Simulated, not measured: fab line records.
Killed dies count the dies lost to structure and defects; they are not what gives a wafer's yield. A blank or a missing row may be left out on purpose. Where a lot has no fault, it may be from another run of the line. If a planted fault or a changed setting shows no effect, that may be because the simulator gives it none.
Problem report in the 8D (eight disciplines) form, filled by code + flow sky130 + the parts of the form that need people (team, actions taken, sign-off) are left out

== 1. PROBLEM STATEMENT ==
Wafers without a fault read 200.1 W, standard deviation 0.58; bias-w at SKY_CONTACT_ETCH_18 reads a mean of 357.3 W on 6 wafers belonging to 2 lots. That is +99 or more standard deviations from the usual mean.
The step: etches Si3N4 in CHF3/O2, stops on TiN, time 39 s, target depth 75 nm.
First seen on wafer L767.1, day 35 14:00, on rie-diel-04. Wafers with a number at this step in the record: 36, from 12 lots. The rule behind "out" and "out of limits": a value lying over 4 standard deviations away from the usual mean. Any other wafer with a number is counted as sound.

== 2. WHAT THIS IS AND IS NOT ==
| question                    | is                     | is not                                                                                       |
|-----------------------------|------------------------|----------------------------------------------------------------------------------------------|
| which readings at this step | bias-w                 | O2_flow_sccm, drypump-motor-current-A                                                        |
| which lots                  | L767, L770             | L755, L757, L759, L761, L762, L772, L773, L775, L776, L777                                   |
| which wafers of those lots  | all that have a number | -                                                                                            |
| read on which tools         | rie-diel-04            | rie-diel-01, rie-diel-03                                                                     |
| when                        | from day 35 14:00      | up to then (15 sound wafers); but 15 sound wafers of L772, L773, L775, L776, L777 came after |

== 3. THE SUSPECTS, EACH WITH WHAT RULES IT OUT ==
Counting: any tool at a process step up to the reading is kept as a suspect provided that every lot that is out went through it and no sound lot did after the first of them.
- rie-diel-04 at SKY_CONTACT_ETCH_18 (etches Si3N4 in CHF3/O2, stops on TiN, time 39 s, target depth 75 nm): kept. It ran every lot that is out, first L767 (day 35 14:00), and no sound lot after that; its last sound lot up to then is L762 (day 34 08:00). Out on those wafers are its own readings of bias-w.
Left after counting: rie-diel-04 at SKY_CONTACT_ETCH_18.

== 4. THE CAUSE (what the simulator had put in) ==
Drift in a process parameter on rie-diel-04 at SKY_CONTACT_ETCH_18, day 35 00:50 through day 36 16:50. A move of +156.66 in setting bias-w, from 200. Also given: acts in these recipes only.
The count eliminated every tool but this one.

== 5. THE EFFECT CHAIN, in route order ==
Each row: a reading whose mean over the struck wafers that have a number lies more than 3 standard deviations from the usual. Scope: only readings with a usual standard deviation given in the record; hours: median across lots of the time from each lot's start at the first step in this table that gives one to its start at this step; sigmas: change in usual standard deviations.
| hours | step                 | reading                  | usual   | on struck wafers | change | sigmas      |
|-------|----------------------|--------------------------|---------|------------------|--------|-------------|
| 0     | SKY_CONTACT_ETCH_18  | bias-w                   | 200.1 W | 357.3            | +157.2 | +99 or more |
| 0     | SKY_CONTACT_STRIP_19 | strip-time-to-endpoint-s | 3.613 s | 3.412            | -0.201 | -8.4        |
The process steps in it:
- SKY_CONTACT_ETCH_18: etches Si3N4 in CHF3/O2, stops on TiN, time 39 s, target depth 75 nm.
- SKY_CONTACT_STRIP_19: strips in O2/N2.
At these later measuring or inspecting steps, every struck wafer for which the step has a row has a number for every such reading, and none has moved that far: SKY_METAL1_RS_MEAS_05, SKY_VIA1_THK_MEAS_01.

== 6. HOW IT WOULD HAVE BEEN CAUGHT EARLIER ==
The fault began at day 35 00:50; the first out-of-limits reading in this record came at day 35 14:00, 13 hours later.
